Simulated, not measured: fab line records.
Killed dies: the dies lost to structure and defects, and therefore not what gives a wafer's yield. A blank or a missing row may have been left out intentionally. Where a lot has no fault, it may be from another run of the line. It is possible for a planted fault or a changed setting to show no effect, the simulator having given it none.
Which tool was responsible? + flow sky130 + Sampling: 24 lots, 72 wafers, 4 of 708 route steps

## WHAT THE GAUGES READ, wafer by wafer
SKY_FIELD_ISO_CD_MEAS_13: target cd 150 nm.
| lot  | measured    | on       | cdNm (nm)         |
|------|-------------|----------|-------------------|
| L074 | day 2 06:59 | cdSem-02 | 149.9 153.0 152.2 |
| L075 | day 2 10:32 | cdSem-02 | 151.6 152.3 151.6 |
| L076 | day 2 16:17 | cdSem-02 | 148.6 149.1 149.8 |
| L077 | day 2 21:30 | cdSem-02 | 151.3 151.0 150.3 |
| L078 | day 3 01:09 | cdSem-02 | 153.8 152.1 153.8 |
| L079 | day 3 07:08 | cdSem-01 | 150.7 150.2 151.4 |
| L080 | day 3 11:12 | cdSem-02 | 150.0 149.3 151.9 |
| L081 | day 3 17:08 | cdSem-01 | 147.9 150.2 151.1 |
| L082 | day 3 23:32 | cdSem-01 | 148.4 149.8 149.1 |
| L083 | day 4 05:04 | cdSem-01 | 150.6 150.8 150.2 |
| L084 | day 4 10:09 | cdSem-01 | 147.8 148.2 148.7 |
| L085 | day 4 13:42 | cdSem-02 | 148.7 149.1 149.7 |
| L086 | day 4 19:59 | cdSem-01 | 150.7 149.1 148.9 |
| L087 | day 5 00:28 | cdSem-01 | 149.0 149.8 149.5 |
| L088 | day 5 06:06 | cdSem-02 | 149.1 147.5 146.4 |
| L089 | day 5 10:40 | cdSem-02 | 150.8 151.2 150.8 |
| L090 | day 5 16:38 | cdSem-01 | 149.5 148.1 149.3 |
| L091 | day 5 20:27 | cdSem-01 | 151.3 150.7 148.9 |
| L092 | day 6 02:51 | cdSem-01 | 152.1 151.4 150.8 |
| L093 | day 6 08:47 | cdSem-02 | 148.7 149.2 149.3 |
| L094 | day 6 14:48 | cdSem-02 | 149.3 149.9 148.3 |
| L095 | day 6 19:03 | cdSem-02 | 150.7 152.3 149.9 |
| L096 | day 6 22:39 | cdSem-02 | 148.7 148.0 148.7 |
| L097 | day 7 04:07 | cdSem-02 | 151.9 150.7 152.4 |

SKY_LDD_P_OVL_MEAS_08.
| lot  | measured     | on         | LDD_P_OVL (nm) |
|------|--------------|------------|----------------|
| L074 | day 19 12:43 | overlay-01 | 1.1 1.0 0.9    |
| L075 | day 19 17:31 | overlay-01 | 1.2 0.3 0.8    |
| L076 | day 20 02:26 | overlay-01 | 0.6 0.7 0.9    |
| L077 | day 20 16:38 | overlay-02 | -0.4 -1.6 -1.9 |
| L078 | day 21 08:35 | overlay-01 | -0.9 -0.3 -0.1 |
| L079 | day 21 12:53 | overlay-01 | 3.1 1.5 1.2    |
| L080 | day 21 21:08 | overlay-01 | 1.5 1.3 1.1    |
| L081 | day 21 20:32 | overlay-01 | 3.4 0.7 2.5    |
| L082 | day 22 12:17 | overlay-01 | -2.2 -2.0 -2.1 |
| L083 | day 22 22:12 | overlay-02 | -1.8 0.7 0.4   |
| L084 | day 23 00:14 | overlay-02 | -1.9 -2.7 -1.3 |
| L085 | day 23 17:12 | overlay-02 | 1.3 1.0 0.9    |
| L086 | day 24 00:14 | overlay-01 | -0.5 -0.4 -0.8 |
| L087 | day 24 04:38 | overlay-01 | 0.4 0.1 -0.7   |
| L088 | day 24 10:05 | overlay-01 | 0.9 1.6 0.5    |
| L089 | day 24 15:56 | overlay-01 | 0.4 -0.8 -0.3  |
| L090 | day 25 02:14 | overlay-02 | 0.9 -0.1 -1.4  |
| L091 | day 25 07:14 | overlay-02 | -0.6 -0.7 -0.4 |
| L092 | day 25 17:35 | overlay-02 | -1.7 -1.9 -3.3 |
| L093 | day 26 00:20 | overlay-02 | -2.0 -1.0 -1.1 |
| L094 | day 26 11:29 | overlay-01 | -0.9 0.6 0.3   |
| L095 | day 26 17:34 | overlay-02 | 0.2 1.3 2.0    |
| L096 | day 27 01:11 | overlay-02 | -3.6 -2.0 -1.4 |
| L097 | day 27 03:59 | overlay-02 | 1.3 -0.5 0.9   |

SKY_LOCAL_INTERCONNECT_CD_MEAS_11: target cd 170 nm.
| lot  | measured     | on       | cdNm (nm)         |
|------|--------------|----------|-------------------|
| L074 | day 30 17:00 | cdSem-01 | 171.0 170.4 170.5 |
| L075 | day 31 00:00 | cdSem-02 | 168.5 170.2 171.8 |
| L076 | day 31 17:11 | cdSem-01 | 168.8 169.3 170.6 |
| L077 | day 31 19:32 | cdSem-02 | 168.9 167.4 166.4 |
| L078 | day 32 10:19 | cdSem-02 | 169.2 171.3 170.1 |
| L079 | day 32 17:56 | cdSem-02 | 169.0 167.6 169.7 |
| L080 | day 32 22:15 | cdSem-01 | 170.2 171.4 169.0 |
| L081 | day 32 21:32 | cdSem-02 | 166.3 167.5 167.8 |
| L082 | day 33 12:50 | cdSem-02 | 167.8 167.6 168.6 |
| L083 | day 33 18:04 | cdSem-02 | 168.0 168.6 168.0 |
| L084 | day 33 20:37 | cdSem-02 | 168.1 168.8 168.1 |
| L085 | day 34 12:34 | cdSem-02 | 169.3 169.8 168.8 |
| L086 | day 34 18:31 | cdSem-02 | 171.9 170.1 170.2 |
| L087 | day 35 00:21 | cdSem-02 | 168.5 168.8 169.7 |
| L088 | day 35 02:41 | cdSem-02 | 169.5 169.9 170.9 |
| L089 | day 35 09:23 | cdSem-02 | 166.1 166.5 166.7 |
| L090 | day 35 18:23 | cdSem-02 | 169.7 168.5 169.1 |
| L091 | day 36 01:45 | cdSem-02 | 167.1 168.5 166.6 |
| L092 | day 36 13:50 | cdSem-02 | 170.1 168.6 170.1 |
| L093 | day 36 15:27 | cdSem-02 | 170.6 168.9 171.1 |
| L094 | day 37 07:06 | cdSem-02 | 170.0 170.3 170.4 |
| L095 | day 37 06:57 | cdSem-02 | 169.0 169.0 169.8 |
| L096 | day 37 10:51 | cdSem-02 | 170.9 169.7 170.5 |
| L097 | day 37 13:53 | cdSem-02 | 168.7 169.9 166.7 |

SKY_VIA1_OVL_MEAS_13.
| lot  | measured     | on         | VIA1_OVL (nm) |
|------|--------------|------------|---------------|
| L074 | day 34 07:56 | overlay-01 | -2 3 -1       |
| L075 | day 34 13:38 | overlay-02 | -7 -5 -3      |
| L076 | day 35 07:12 | overlay-02 | -6 -3 -3      |
| L077 | day 35 09:08 | overlay-01 | 1 -5 -5       |
| L078 | day 35 22:59 | overlay-01 | -6 -6 -2      |
| L079 | day 36 06:08 | overlay-01 | 0 -4 -2       |
| L080 | day 36 10:29 | overlay-02 | 4 2 0         |
| L081 | day 36 09:26 | overlay-02 | 8 9 6         |
| L082 | day 37 00:01 | overlay-02 | 0 3 8         |
| L083 | day 37 05:23 | overlay-01 | 11 12 10      |
| L084 | day 37 08:56 | overlay-02 | -4 -6 -1      |
| L085 | day 37 23:15 | overlay-02 | -3 -4 -4      |
| L086 | day 38 05:06 | overlay-02 | -9 -8 0       |
| L087 | day 38 11:29 | overlay-01 | -1 -9 -2      |
| L088 | day 38 13:58 | overlay-02 | -3 -4 -5      |
| L089 | day 38 19:57 | overlay-02 | -1 -12 -9     |
| L090 | day 39 05:12 | overlay-01 | 2 -3 -4       |
| L091 | day 39 12:14 | overlay-02 | -15 -1 -9     |
| L092 | day 39 23:53 | overlay-02 | -4 -8 -6      |
| L093 | day 40 00:14 | overlay-02 | -3 -5 -4      |
| L094 | day 40 15:38 | overlay-01 | -4 0 0        |
| L095 | day 40 13:56 | overlay-02 | -8 -8 -5      |
| L096 | day 40 18:40 | overlay-02 | -11 -7 -2     |
| L097 | day 40 22:17 | overlay-01 | -3 -5 -13     |

## TOOL THAT RAN EACH LOT (tool first, then ch and the chambers of the sampled wafers, then the start)
The record holds no process step before these readings.

## WHAT THE TOOLS THEMSELVES READ (means of the sampled wafers that have a number; where no wafer has one, the mark that the record gives instead)
The record holds no such reading with a usual standard deviation.

## THE ANSWER, worked out from the rows above alone
Rule: what is usual is taken from the lots themselves. The widest of any qualifying gaps counts: lots, ordered by their means at a reading, are off when they make up no more than a third of the lots, leave a main group of 4 or more, and stand apart from it by 3 or more times the standard deviation of that group's means. A main group whose means are all the same, to the digits that the tables above print for the reading, isn't used. Also off: a lot with no number at a reading for which 4 or more lots have one. Any other lot the step has rows for is counted as sound. After the gauges, taken in route order, come the tools' own readings; for these a lot's mean is taken, as printed above. The first step at which some lot is off is used, and at that step the reading that is off furthest; a lot without a number counts as furthest.
None of the lots is off at any reading shown; this tells nothing.

## WHAT THE SIMULATOR PUT IN
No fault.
